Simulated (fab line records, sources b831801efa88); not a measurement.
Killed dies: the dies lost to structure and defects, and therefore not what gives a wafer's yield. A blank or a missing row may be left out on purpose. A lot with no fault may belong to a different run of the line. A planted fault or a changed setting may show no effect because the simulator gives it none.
The tool behind it: which one?    flow sky130    10 lots, 30 wafers sampled, at 3 steps of a route of 708

WHAT THE GAUGES READ, wafer by wafer
SKY_SPACER_THK_MEAS_01.
lot   measured      on             SPACER_CVD_00_THK (nm)
L349  day 22 12:05  film-metro-01  42.9 43.0 42.7
L350  day 22 23:44  film-metro-02  43.0 42.9 42.8
L353  day 24 04:05  film-metro-03  43.5 43.2 43.3
L354  day 24 20:01  film-metro-02  42.4 42.7 42.9
L357  day 26 00:46  film-metro-02  42.6 42.6 42.6
L359  day 26 19:10  film-metro-01  42.6 42.3 42.3
L360  day 27 04:37  film-metro-02  42.7 42.5 42.9
L362  day 27 14:22  film-metro-01  42.8 43.1 42.4
L363  day 28 05:20  film-metro-03  43.4 43.5 43.5
L365  day 28 15:59  film-metro-03  33.0 33.1 33.1

TOOL THAT RAN EACH LOT (tool first, then ch and the chambers of the sampled wafers, then the start)
lot   SKY_RES_PROTECT_STRIP_07              SKY_SPACER_CVD_00
L349  plasma-asher-04 ch 1, day 14 22:11    lpcvd-02 ch 1, day 22 10:53
L350  plasma-asher-01 ch 0,1, day 15 07:55  lpcvd-02 ch 0, day 22 22:31
L353  plasma-asher-01 ch 0,1, day 16 07:19  lpcvd-02 ch 0, day 24 02:51
L354  plasma-asher-01 ch 0,1, day 16 20:08  lpcvd-02 ch 1, day 24 18:49
L357  plasma-asher-04 ch 0,1, day 18 03:08  lpcvd-02 ch 0, day 25 23:33
L359  plasma-asher-04 ch 0, day 18 17:05    lpcvd-02 ch 0, day 26 17:58
L360  plasma-asher-02 ch 0,1, day 19 04:56  lpcvd-02 ch 0, day 27 03:25
L362  plasma-asher-02 ch 0,1, day 19 19:25  lpcvd-02 ch 1, day 27 13:08
L363  plasma-asher-02 ch 0,1, day 20 10:07  lpcvd-02 ch 0, day 28 04:05
L365  plasma-asher-02 ch 0,1, day 21 00:07  lpcvd-02 ch 0, day 28 14:10
- SKY_RES_PROTECT_STRIP_07: strips in O2/N2.
- SKY_SPACER_CVD_00: deposits Si3N4 from DCS/NH3, target thk 43.1 nm, time 740 s.

THE ANSWER, worked out from the rows above alone
Rule: the usual values come from the lots themselves. Put in order of their means at a reading, lots are off if they are a third of the lots or fewer, leave a main group of 4 or more, and stand apart from it by a gap of 3 or more times the standard deviation of the main group's means; of several such gaps the widest counts. Not used: any main group whose means are identical at the precision the tables above print for the reading. Also off: a lot with no number at a reading for which 4 or more lots have one. All remaining lots with rows at the step are treated as sound.
Off: at SKY_SPACER_THK_MEAS_01 (SPACER_CVD_00_THK), L365. Main group: mean 42.9 nm, sd 0.32.
If a tool, at a process step before that reading, ran all the lots that are off and no sound lot after the first of them, it fits. Those tools and the gauges at SKY_SPACER_THK_MEAS_01 are tried in the same way. Can't be told from this: 3 tools fit, plasma-asher-02 at SKY_RES_PROTECT_STRIP_07, lpcvd-02 at SKY_SPACER_CVD_00, film-metro-03 at SKY_SPACER_THK_MEAS_01.

WHAT THE SIMULATOR HAD INSERTED
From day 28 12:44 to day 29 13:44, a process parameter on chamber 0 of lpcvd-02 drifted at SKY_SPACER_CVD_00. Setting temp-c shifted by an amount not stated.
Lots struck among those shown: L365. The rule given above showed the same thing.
